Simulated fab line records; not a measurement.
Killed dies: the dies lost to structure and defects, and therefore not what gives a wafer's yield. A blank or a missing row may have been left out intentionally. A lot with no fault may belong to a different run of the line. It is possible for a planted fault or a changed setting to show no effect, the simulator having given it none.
Which tool is to blame? | flow sfqLine | 45 wafers from 15 lots sampled at 4 of the route's 325 steps

WHAT THE GAUGES SHOWED, per wafer
No reading from a measuring or inspecting step in the record can be judged against a usual standard deviation.

WHAT TOOL EACH LOT RAN ON (gives the tool, then ch and the chambers of the sampled wafers, and finally the start)
lot  | SFQ_TRILAYER_I6_VIA_LITHO_EXPOSE_170 | SFQ_TRILAYER_I6_VIA_STRIP_STRIP_173 | SFQ_TRILAYER_M7_DEP_SPUTTER_175 | SFQ_TRILAYER_M7_ETCH_METAL_ETCH_180
L555 | krfScanner-01 ch 0, day 59 10:17     | rieMetal-04 ch 0,1, day 59 11:34    | pvdSputter-04, day 59 12:10     | rieMetal-01 ch 0,1, day 64 08:10
L559 | krfScanner-01 ch 0, day 61 01:02     | rieMetal-01 ch 0,1, day 61 02:31    | pvdSputter-03, day 61 03:19     | rieMetal-01 ch 0,1, day 65 18:55
L560 | krfScanner-02 ch 0, day 61 09:13     | rieMetal-01 ch 0,1, day 61 10:41    | pvdSputter-04, day 61 11:30     | rieMetal-02 ch 0,1, day 66 00:55
L562 | krfScanner-01, day 61 18:44          | rieMetal-03 ch 0,1, day 61 20:25    | pvdSputter-03, day 61 21:13     | rieMetal-01 ch 0,1, day 66 12:55
L563 | krfScanner-01, day 61 23:32          | rieMetal-04 ch 0, day 62 01:13      | pvdSputter-05, day 62 02:01     | rieMetal-01 ch 1, day 66 16:49
L564 | krfScanner-02, day 62 01:33          | rieMetal-03 ch 0,1, day 62 03:14    | pvdSputter-04, day 62 04:02     | rieMetal-04 ch 0,1, day 66 20:02
L565 | krfScanner-02 ch 0, day 62 02:45     | rieMetal-01 ch 0,1, day 62 04:26    | pvdSputter-03, day 62 05:14     | rieMetal-02 ch 0,1, day 66 22:26
L568 | krfScanner-02 ch 0, day 62 06:33     | rieMetal-01 ch 0,1, day 62 08:02    | pvdSputter-03, day 62 08:50     | rieMetal-04 ch 1, day 67 02:10
L569 | krfScanner-02 ch 0, day 62 07:33     | rieMetal-03 ch 0,1, day 62 09:14    | pvdSputter-05, day 62 10:02     | rieMetal-01 ch 0,1, day 67 03:22
L570 | krfScanner-02 ch 0, day 62 08:57     | rieMetal-01 ch 0,1, day 62 10:26    | pvdSputter-04, day 62 11:14     | rieMetal-04 ch 0,1, day 67 04:34
L571 | krfScanner-02 ch 0, day 62 09:57     | rieMetal-01 ch 0,1, day 62 11:38    | pvdSputter-03, day 62 12:26     | rieMetal-01 ch 1, day 67 05:46
L572 | krfScanner-01 ch 0, day 67 11:34     | rieMetal-04 ch 0,1, day 67 13:04    | pvdSputter-04, day 67 13:53     | rieMetal-01 ch 0, day 67 16:37
L573 | krfScanner-01 ch 0, day 67 16:22     | rieMetal-03 ch 1, day 67 18:04      | pvdSputter-03, day 67 19:16     | rieMetal-01 ch 0,1, day 67 22:57
L574 | krfScanner-01 ch 0, day 67 22:10     | rieMetal-03 ch 0, day 67 23:52      | pvdSputter-04, day 68 00:40     | rieMetal-01 ch 1, day 68 03:17
L577 | krfScanner-02 ch 0, day 70 00:01     | rieMetal-03 ch 0,1, day 70 01:43    | pvdSputter-05, day 70 02:31     | rieMetal-02 ch 0,1, day 72 14:48
- SFQ_TRILAYER_I6_VIA_LITHO_EXPOSE_170: exposes mask I6, target cd 700 nm.
- SFQ_TRILAYER_I6_VIA_STRIP_STRIP_173: strips in O2.
- SFQ_TRILAYER_M7_DEP_SPUTTER_175: material Nb, target thk 200 nm, time 133.3 s.
- SFQ_TRILAYER_M7_ETCH_METAL_ETCH_180: etches Nb in Cl2/Ar, stops on SiO2, target depth 240 nm, time 120 s.

WHAT THE TOOLS THEMSELVES READ (means of the sampled wafers that have a number; where no wafer has one, the mark that the record gives instead)
SFQ_TRILAYER_I6_VIA_LITHO_EXPOSE_170. Usual: exposureDoseMJCm2 21.298, standard deviation 0.02; focusOffsetNm 0.0 nm, standard deviation 0.48.
lot  | tool          | exposureDoseMJCm2 | focusOffsetNm (nm) | flag
L555 | krfScanner-01 | 21.293            | -0.5               | 
L559 | krfScanner-01 | 21.271            | 0.2                | 
L560 | krfScanner-02 | 21.292            | -0.2               | 
L562 | krfScanner-01 | -                 | -                  | OFF
L563 | krfScanner-01 | -                 | -                  | OFF
L564 | krfScanner-02 | -                 | -                  | OFF
L565 | krfScanner-02 | 21.303            | -0.6               | 
L568 | krfScanner-02 | 21.287            | -0.3               | 
L569 | krfScanner-02 | 21.330            | -0.5               | 
L570 | krfScanner-02 | 21.304            | 0.3                | 
L571 | krfScanner-02 | 21.302            | -0.1               | 
L572 | krfScanner-01 | 21.296            | 0.3                | 
L573 | krfScanner-01 | 21.300            | 0.5                | 
L574 | krfScanner-01 | 21.299            | 0.2                | 
L577 | krfScanner-02 | 21.298            | 0.6                | 

SFQ_TRILAYER_I6_VIA_STRIP_STRIP_173. Usual: drypumpMotorCurrentA 5.89 A, standard deviation 0.25; oesProductAu 1.000 a.u., standard deviation 0.0076.
lot  | tool        | drypumpMotorCurrentA (A) | oesProductAu (a.u.) | flag
L555 | rieMetal-04 | 6.04                     | 1.013               | 
L559 | rieMetal-01 | 5.83                     | 0.985               | 
L560 | rieMetal-01 | 5.80                     | 0.996               | 
L562 | rieMetal-03 | 5.87                     | 1.001               | 
L563 | rieMetal-04 | 6.35                     | 1.011               | 
L564 | rieMetal-03 | 5.90                     | 1.001               | 
L565 | rieMetal-01 | 5.83                     | 0.997               | 
L568 | rieMetal-01 | 5.84                     | 0.996               | 
L569 | rieMetal-03 | 5.95                     | 0.995               | 
L570 | rieMetal-01 | 5.80                     | 1.005               | 
L571 | rieMetal-01 | 5.78                     | 0.996               | 
L572 | rieMetal-04 | 6.08                     | 0.993               | 
L573 | rieMetal-03 | 5.97                     | 1.006               | 
L574 | rieMetal-03 | 5.86                     | 0.998               | 
L577 | rieMetal-03 | 5.92                     | 1.004               | 

SFQ_TRILAYER_M7_DEP_SPUTTER_175. Usual: throttleValvePct 29.9 %, standard deviation 0.62.
lot  | tool          | throttleValvePct (%) | flag
L555 | pvdSputter-04 | 30.4                 | 
L559 | pvdSputter-03 | 29.4                 | 
L560 | pvdSputter-04 | 30.0                 | 
L562 | pvdSputter-03 | 29.8                 | 
L563 | pvdSputter-05 | 30.3                 | 
L564 | pvdSputter-04 | 29.8                 | 
L565 | pvdSputter-03 | 29.5                 | 
L568 | pvdSputter-03 | 29.9                 | 
L569 | pvdSputter-05 | 31.0                 | 
L570 | pvdSputter-04 | 30.1                 | 
L571 | pvdSputter-03 | 29.5                 | 
L572 | pvdSputter-04 | 30.4                 | 
L573 | pvdSputter-03 | 29.2                 | 
L574 | pvdSputter-04 | 30.5                 | 
L577 | pvdSputter-05 | 30.2                 | 

SFQ_TRILAYER_M7_ETCH_METAL_ETCH_180. Usual: drypumpMotorCurrentA 5.88 A, standard deviation 0.29; oesProductAu 0.895 a.u., standard deviation 0.0071.
lot  | tool        | drypumpMotorCurrentA (A) | oesProductAu (a.u.) | flag
L555 | rieMetal-01 | 5.79                     | 0.895               | 
L559 | rieMetal-01 | 5.79                     | 0.893               | 
L560 | rieMetal-02 | 5.85                     | 0.893               | 
L562 | rieMetal-01 | 5.79                     | 0.881               | 
L563 | rieMetal-01 | 5.84                     | 0.893               | 
L564 | rieMetal-04 | 5.74                     | 0.897               | 
L565 | rieMetal-02 | 5.83                     | 0.892               | 
L568 | rieMetal-04 | 5.41                     | 0.893               | 
L569 | rieMetal-01 | 5.81                     | 0.886               | 
L570 | rieMetal-04 | 6.07                     | 0.902               | 
L571 | rieMetal-01 | 5.86                     | 0.899               | 
L572 | rieMetal-01 | 5.77                     | 0.901               | 
L573 | rieMetal-01 | 5.80                     | 0.896               | 
L574 | rieMetal-01 | 5.85                     | 0.895               | 
L577 | rieMetal-02 | 6.01                     | 0.893               | 

THE ANSWER, worked out from the rows above alone
Rule: lot off if the mean of its wafers having a number is beyond 3 standard deviations from the usual mean. Also off: a lot with no number at a reading for which 4 or more lots have one. The other lots that the step has rows for count as sound. Order of review: gauges by route order, followed by the tools' own readings, for which a lot's mean as printed above is used. At the first step where some lot is off, the reading lying furthest off is the one used; lots without a number count as furthest.
Off: L562, L563, L564, at SFQ_TRILAYER_I6_VIA_LITHO_EXPOSE_170 (exposureDoseMJCm2). Without a number there: L562, L563, L564.
A tool fits if, at that step or a process step before it, it ran every lot that is off, and no sound lot after the first of them. None of those tried fits.

WHAT WAS PUT IN BY THE SIMULATOR
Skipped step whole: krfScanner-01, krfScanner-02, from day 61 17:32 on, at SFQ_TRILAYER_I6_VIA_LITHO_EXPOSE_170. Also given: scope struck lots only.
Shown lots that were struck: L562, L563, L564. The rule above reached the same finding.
